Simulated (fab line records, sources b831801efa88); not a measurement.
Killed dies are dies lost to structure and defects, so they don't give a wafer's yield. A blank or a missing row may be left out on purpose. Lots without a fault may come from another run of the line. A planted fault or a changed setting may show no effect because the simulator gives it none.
Problem report in the 8D (eight disciplines) form, filled by code | flow gf180mcu | the parts of the form that need people (team, actions taken, sign-off) are left out

1. THE PROBLEM
TOP_METAL_ALCU_RS at GF_TOP_METAL_RS_MEAS_05 reads a mean of 0.0608 ohm/sq on 6 wafers of 2 lots; wafers without a fault read 0.0327 ohm/sq with a standard deviation of 0.00038. That is +74 standard deviations from the usual mean.
The step: measures by four-point-probe.
First seen on wafer L893.1, day 33 14:34, on film_metro-04. The record holds 30 wafers of 10 lots with a number at this step. Rule for "out", or "out of limits": more than 4 standard deviations from the usual mean. The other wafers with a number count as sound.

2. WHAT IT IS AND WHAT IT IS NOT
question                    | is                     | is not
which readings at this step | TOP_METAL_ALCU_RS      | -
which lots                  | L893, L894             | L873, L876, L878, L881, L883, L885, L886, L889
which wafers of those lots  | all that have a number | -
read on which gauges        | film_metro-04          | film_metro-01
when                        | from day 33 14:34      | up to then (24 sound wafers)

3. SUSPECTS, AND WHAT RULES EACH OUT
Counting: a tool at a process step up to the reading stays a suspect if it ran every lot that is out and no sound lot after the first of them.
- the gauge at GF_TOP_METAL_RS_MEAS_05: ruled out. All the wafers that are out were read on film_metro-04, but those of them that GF_TOP_METAL_SPUTTER_02 has rows for are out there too, on other tools.
- pvd_sputter-04 at GF_V5_SPUTTER_22 (material TiN, target thk 10 nm, time 40 s): kept. It ran every lot that is out, first L893 (day 33 13:42), and no sound lot after that; its last sound lot up to then is L885 (day 31 17:38).
- pvd_sputter-02 at GF_TOP_METAL_SPUTTER_00 (material Ti, target thk 37.5 nm, time 150 s): kept. It ran every lot that is out, first L893 (day 33 14:20), and no sound lot after that; its last sound lot up to then is L889 (day 32 18:20).
- pvd_sputter-02 at GF_TOP_METAL_SPUTTER_02 (material AlCu, target thk 900 nm, time 47.82 s): kept. It ran every lot that is out, first L893 (day 33 14:28), and no sound lot after that; its last sound lot up to then is L889 (day 32 18:28). Its own readings are out on those wafers: cathode_dc_power_W.
- pvd_sputter-02 at GF_TOP_METAL_SPUTTER_03 (material Ti, target thk 5 nm, time 3.3 s): kept. It ran every lot that is out, first L893 (day 33 14:31), and no sound lot after that; its last sound lot up to then is L889 (day 32 18:31).
Left after counting: pvd_sputter-04 at GF_V5_SPUTTER_22, pvd_sputter-02 at GF_TOP_METAL_SPUTTER_00, pvd_sputter-02 at GF_TOP_METAL_SPUTTER_02, pvd_sputter-02 at GF_TOP_METAL_SPUTTER_03.

4. THE CAUSE (what the simulator had put in)
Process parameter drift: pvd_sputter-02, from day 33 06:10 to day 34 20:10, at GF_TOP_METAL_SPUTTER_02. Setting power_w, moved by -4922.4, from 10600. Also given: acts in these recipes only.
Counting left 4 suspects, and this tool is among them.

5. THE CHAIN OF EFFECTS, in route order
Each row: a reading whose mean over the struck wafers that have a number lies more than 3 standard deviations from the usual. Only readings for which the record gives a usual standard deviation are gone through. hours: the time from each lot's start at the first step in this table that gives one to its start at this step, as a median over the lots. sigmas: the change in usual standard deviations.
hours | step                       | reading            | usual         | on struck wafers | change  | sigmas
0     | GF_TOP_METAL_SPUTTER_02    | cathode_dc_power_W | 10600 W       | 5677             | -4923   | -99 or more
0     | GF_TOP_METAL_RS_MEAS_05    | TOP_METAL_ALCU_RS  | 0.0327 ohm/sq | 0.0608           | +0.0281 | +74
0     | GF_TOP_METAL_THK_MEAS_06   | TOP_METAL_ALCU_THK | 905 nm        | 491              | -414    | -38
16    | GF_TOP_METAL_METAL_ETCH_16 | oes_product_au     | 0.966 a.u.    | 0.727            | -0.239  | -34
16    | GF_TOP_METAL_METAL_ETCH_16 | throttle_valve_pct | 28.257 %      | 28.515           | +0.258  | +23
The process steps in it:
- GF_TOP_METAL_SPUTTER_02: material AlCu, target thk 900 nm, time 47.82 s.
- GF_TOP_METAL_METAL_ETCH_16: etches the open film in Cl2/BCl3, stops on SiO2, target depth 1077.5 nm, time 179.6 s.

6. WHAT WOULD HAVE CAUGHT IT SOONER
In this record the first reading out of limits at a measuring or inspecting step was taken at day 33 14:34, 8 hours after the fault began at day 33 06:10.
The tool's own readings at GF_TOP_METAL_SPUTTER_02 were out on every struck wafer that the step has a row for (cathode_dc_power_W): an alarm limit on them would have fired on the first of those.
Of the lots that are out (2), L894 began GF_TOP_METAL_SPUTTER_02 on pvd_sputter-02 after day 33 14:34. A hold on the tool at that time would have spared it.
